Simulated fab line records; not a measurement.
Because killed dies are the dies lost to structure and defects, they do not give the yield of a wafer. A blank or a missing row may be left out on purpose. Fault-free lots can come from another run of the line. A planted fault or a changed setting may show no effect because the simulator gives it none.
A lot that was struck, set against a sound lot | flow sky130 | 17 steps out of a route of 708
Sound: wafers L561.4, L561.5, L561.6. Struck: wafers L574.4, L574.5, L574.6. The cause comes at the end.
For every step that has rows: the tool of each side, followed by ch and its chambers, followed by its first start. Under that, the readings that differ: sound wafers | struck wafers | difference of the means | sigmas: that difference in standard deviations of wafers without a fault.
alike: readings whose means differ by less than 2 such deviations, and words and numbers that are the same on both sides. not compared: withheld readings, readings that some wafer has no value for, bounds like >300 that may hide the same value, and numbers for which the record gives no deviation and whose values overlap.
The two part at a step that has a row with sigmas, a row that says differs or no value, or rows on one side only. When numbers do not overlap yet have no deviation, they are printed without sigmas and do not part them. Lack of a reading on every wafer of one side parts them only where that side has two or more wafers.

first, 9 steps without rows for these wafers: SKY_CAP2M_CLEAN_17 (cleans in O3/DIW); SKY_METAL4_DEHYDRATE_05 (time 60 s); SKY_METAL4_HMDS_06 (prime time 60 s); SKY_METAL4_COAT_07 (resist thk 60 nm); SKY_METAL4_COAT_08 (resist thk 1140 nm); SKY_METAL4_SOFTBAKE_09 (time 90 s); SKY_METAL4_EXPOSE_10 (exposes mask MM4, target cd 300 nm); SKY_METAL4_PEB_11; SKY_METAL4_DEVELOP_12 (develop time 60 s).
SKY_METAL4_CD_MEAS_13: the cd target is 300 nm.
  sound on cd sem-01 at day 43 13:36; struck on cd sem-02 at day 47 13:55
  alike: cd nm
SKY_METAL4_OVL_MEAS_14:
  sound on overlay-01 at day 43 13:41; struck on overlay-01 at day 47 14:00
  alike: METAL4_OVL
SKY_METAL4_DESCUM_15: chemistry O2, time 8 s.
  sound on rie metal-03 ch 0,1, day 43 13:43; struck on rie metal-02 ch 0,1, day 47 14:02
  alike: drypump motor current A, oes product au
  not compared: rf hours counter h
SKY_METAL4_ETCH_16: etches BARC in N2/H2, stops on SiO2, time 88.2 s, target depth 60 nm.
  sound on rie metal-03 ch 0,1, day 43 13:46; struck on rie metal-02 ch 0,1, day 47 14:05
  reading                                       | sound             | struck            | difference | sigmas
  model.KrF-thick_of_METAL4_COAT_08.thk nm (nm) | 1078 1077 1077    | 1094 1093 1095    | +17        |
  model.METAL4.cd nm (nm)                       | 299.5 298.5 298.2 | 304.1 304.1 304.7 | +5.6       |
  alike: drypump motor current A, oes product au, throttle valve pct
  not compared: rf hours counter h
SKY_METAL4_ETCH_17: etches SiO2 in C4F8/O2/Ar, stops on TiN, time 3.9 s, target depth 15 nm.
  sound on rie diel-03 ch 1,2,3, day 43 13:50; struck on rie diel-01 ch 0,3, day 47 14:09
  reading                 | sound             | struck            | difference | sigmas
  model.METAL4.cd nm (nm) | 299.5 298.5 298.4 | 304.3 304.2 304.8 | +5.6       |
  alike: oes product au
  not compared: rf hours counter h
SKY_METAL4_METAL_ETCH_18: etches the open film in Cl2/BCl3, stops on SiO2, target depth 845 nm, time 183.1 s.
  sound on rie metal-02 ch 0,1, day 43 13:54; struck on rie metal-03 ch 0,1, day 47 14:14
  reading                     | sound       | struck      | difference | sigmas
  drypump motor current A (A) | 5.8 5.8 6.2 | 5.1 5.2 5.1 | -0.8       | -2
  alike: oes product au, throttle valve pct
  not compared: rf hours counter h, model.KrF-thick_of_METAL4_COAT_08.thk nm
SKY_METAL4_STRIP_19: strips in O2/N2.
  sound on plasma asher-01 ch 0,1, day 43 14:04; struck on plasma asher-04 ch 0,1, day 47 14:23
  alike: drypump motor current A, oes product au, strip time to endpoint s
  not compared: rf hours counter h
after that, 1 step had no rows for these wafers: SKY_PAD_OPEN_PROBE_99.

WHERE THEY PART
Only at SKY_METAL4_METAL_ETCH_18, as far as this record shows. Later steps at which nothing parts them and some readings are alike: SKY_METAL4_STRIP_19.

WHY: whatever the simulator had introduced
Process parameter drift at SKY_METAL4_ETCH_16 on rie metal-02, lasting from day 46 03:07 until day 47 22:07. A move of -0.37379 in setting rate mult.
